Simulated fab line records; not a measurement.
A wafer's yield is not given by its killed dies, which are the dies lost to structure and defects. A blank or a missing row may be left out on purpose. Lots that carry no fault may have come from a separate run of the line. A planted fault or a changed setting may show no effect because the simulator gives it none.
2 desks, one fault | flow gf180mcu | each desk has only its own numbers; what lay behind them comes last

METROLOGY DESK
What the gauges read for every lot (on any tool): the sampled wafers with a number, averaged. Any lot whose mean is over 4 standard deviations away from the usual mean is out of limits and marked OUT; that distance is given in the brackets.
Columns: A = HV_LDD_3_TW at GF_HV_LDD_TW_MEAS_38, usual 1422; B = HV_LDD_RS at GF_HV_LDD_RS_MEAS_53, usual 418.3 ohm/sq; C = M1_ALCU_RS at GF_M1_RS_MEAS_05, usual 0.0695 ohm/sq; D = M3_OVL at GF_M3_OVL_MEAS_15, usual 2 nm
lot  | first seen here | A    | B               | C      | D
L203 | day 12 02:17    | 1408 | 417.5           | 0.0697 | 1
L204 | day 12 07:05    | 1431 | 417.6           | 0.0676 | -1
L205 | day 12 17:06    | 1426 | 417.7           | 0.0695 | -5
L206 | day 13 07:18    | 1434 | 418.2           | 0.0689 | 0
L208 | day 14 00:32    | 1420 | 420.1           | 0.0688 | 8
L211 | day 14 16:21    | 1445 | 399.8 (-20) OUT | 0.0702 | 2
L212 | day 15 06:31    | 1451 | 400.1 (-20) OUT | 0.0691 | 2
L219 | day 17 16:20    | 1422 | 419.0           | 0.0714 | 5
L220 | day 17 21:52    | 1431 | 418.9           | 0.0687 | -1
L221 | day 17 23:58    | 1412 | 418.0           | 0.0699 | 6
L222 | day 18 10:56    | 1416 | 418.4           | 0.0697 | 9
L224 | day 19 05:07    | 1432 | 417.4           | 0.0696 | 1
This desk's result: L211, L212 out of limits, first on L211 (HV_LDD_RS at GF_HV_LDD_RS_MEAS_53), day 15 14:28. Within limits: L203, L204, L205, L206, L208, L219, L220, L221, L222, L224.

AT THE TOOL OWNER'S DESK: implanter-04
The tool's own readings at GF_HV_LDD_IMPLANT_34: means of the sampled wafers that have a number, for each lot that ran on this tool. Any lot whose mean is over 4 standard deviations away from the usual mean is out of limits and marked OUT; that distance is given in the brackets.
Columns: A = beam energy keV at GF_HV_LDD_IMPLANT_34, usual 60.000; B = rotation deg at GF_HV_LDD_IMPLANT_34, usual 90.004 degrees; C = tilt deg at GF_HV_LDD_IMPLANT_34, usual 30.000 degrees
lot  | first seen here | A                        | B      | C
L203 | day 12 01:44    | 59.995                   | 90.007 | 29.978
L204 | day 12 06:33    | 60.014                   | 90.010 | 29.990
L208 | day 14 00:00    | 60.013                   | 89.963 | 30.003
L211 | day 14 15:48    | 76.413 (+99 or more) OUT | 89.991 | 30.002
L212 | day 15 05:58    | 76.443 (+99 or more) OUT | 90.012 | 30.016
L219 | day 17 15:47    | 60.005                   | 90.023 | 30.029
L220 | day 17 21:16    | 59.990                   | 89.983 | 29.997
L221 | day 17 23:25    | 60.004                   | 90.016 | 30.014
Finding of this desk: L211, L212 out of limits; the first was L211 at day 14 15:48, on beam energy keV at GF_HV_LDD_IMPLANT_34. Within limits: L203, L204, L208, L219, L220, L221.

ALL TOGETHER
An alarm could have come from the tool owner's desk at day 14 15:48, on L211, L212.
The metrology desk could have raised an alarm at day 15 14:28, on L211, L212.
Of the lots named, all ran GF_HV_LDD_IMPLANT_34 on implanter-04.

WHAT WAS PUT IN BY THE SIMULATOR
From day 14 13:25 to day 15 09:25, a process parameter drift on implanter-04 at GF_HV_LDD_IMPLANT_34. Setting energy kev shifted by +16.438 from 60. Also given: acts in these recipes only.
Shown lots that were struck: L211, L212.
Hours from the fault's start to each desk's first reading out of limits: the tool owner's desk, 2; the metrology desk, 25.
